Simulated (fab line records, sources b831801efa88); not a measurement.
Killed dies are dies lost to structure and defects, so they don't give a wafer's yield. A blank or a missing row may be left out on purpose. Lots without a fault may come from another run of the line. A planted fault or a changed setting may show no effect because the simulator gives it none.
One fault seen from 2 desks | flow sky130 | each desk has only its own numbers; what lay behind them comes last

THE METROLOGY DESK
What the gauges read, lot by lot, whatever tool the lot ran on: means of the sampled wafers that have a number. A lot is out of limits, marked OUT, if its mean lies more than 4 standard deviations from the usual mean; the brackets give that distance.
Columns: A = DNWELL_TW at SKY_DNWELL_TW_MEAS_09, usual 1109; B = SONOS_ONO_CVD_02_THK at SKY_SONOS_ONO_THK_MEAS_03, usual 10.53 nm
lot  | first seen here | A    | B
L775 | day 3 08:58     | 1103 | 10.43
L776 | day 3 17:09     | 1112 | 10.75
L777 | day 3 22:32     | 1106 | 10.56
L779 | day 4 16:05     | 1104 | 10.72
L781 | day 4 17:28     | 1110 | 10.53
L780 | day 4 17:40     | 1114 | 10.60
L783 | day 5 05:49     | 1119 | 10.66
L785 | day 5 14:24     | 1104 | 10.37
L790 | day 6 20:50     | 1112 | 10.48
L791 | day 6 23:47     | 1105 | 10.46
L792 | day 7 03:29     | 1119 | 11.97 (+11) OUT
L793 | day 7 11:26     | 1110 | 11.81 (+9.9) OUT
This desk's finding: out of limits on L792, L793; first on L792, day 17 07:09 (SONOS_ONO_CVD_02_THK at SKY_SONOS_ONO_THK_MEAS_03). In limits: L775, L776, L777, L779, L781, L780, L783, L785, L790, L791.

THE TOOL OWNER'S DESK: lpcvd-02
The tool's own readings at SKY_SONOS_ONO_CVD_02 (deposits Si3N4 from DCS/NH3, target thk 10.5 nm, time 180 s): means of the sampled wafers that have a number, for each lot that ran on this tool. A lot is out of limits, marked OUT, if its mean lies more than 4 standard deviations from the usual mean; the brackets give that distance.
Columns: A = pressure_mtorr at SKY_SONOS_ONO_CVD_02, usual 246.0 mTorr; B = spike_tc_centre_C at SKY_SONOS_ONO_CVD_02, usual 770.2 C; C = zone_power_centre_pct at SKY_SONOS_ONO_CVD_02, usual 11.9 %
lot  | first seen here | A     | B                | C
L775 | day 11 21:28    | 246.3 | 771.7            | 11.3
L776 | day 12 06:56    | 246.8 | 769.2            | 12.2
L777 | day 12 11:08    | 246.0 | 769.3            | 12.4
L779 | day 13 13:37    | 245.8 | 769.3            | 12.3
L780 | day 13 17:57    | 245.9 | 772.6            | 11.5
L781 | day 13 17:57    | 245.7 | 773.1            | 11.3
L783 | day 14 13:02    | 245.9 | 768.1            | 12.3
L785 | day 15 02:53    | 245.8 | 773.1            | 11.3
L790 | day 16 20:41    | 245.7 | 772.0            | 11.3
L791 | day 16 23:31    | 245.8 | 768.5            | 12.4
L792 | day 17 06:05    | 245.2 | 783.1 (+5.4) OUT | 16.1 (+9.1) OUT
L793 | day 17 18:17    | 246.7 | 784.8 (+6.1) OUT | 16.0 (+9.0) OUT
This desk's finding: out of limits on L792, L793; first on L792, day 17 06:05 (spike_tc_centre_C at SKY_SONOS_ONO_CVD_02). In limits: L775, L776, L777, L779, L780, L781, L783, L785, L790, L791.

PUT TOGETHER
The tool owner's desk could have raised an alarm at day 17 06:05, on L792, L793.
The metrology desk could have raised an alarm at day 17 07:09, on L792, L793.
Of the lots named, all ran SKY_SONOS_ONO_CVD_02 on lpcvd-02.

WHAT THE SIMULATOR HAD PUT IN
Process parameter drift: lpcvd-02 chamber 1, from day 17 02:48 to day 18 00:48, at SKY_SONOS_ONO_CVD_02. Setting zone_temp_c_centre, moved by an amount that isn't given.
Lots struck among those shown: L792, L793.
Hours from the fault's start to each desk's first reading out of limits: the tool owner's desk, 3; the metrology desk, 4.
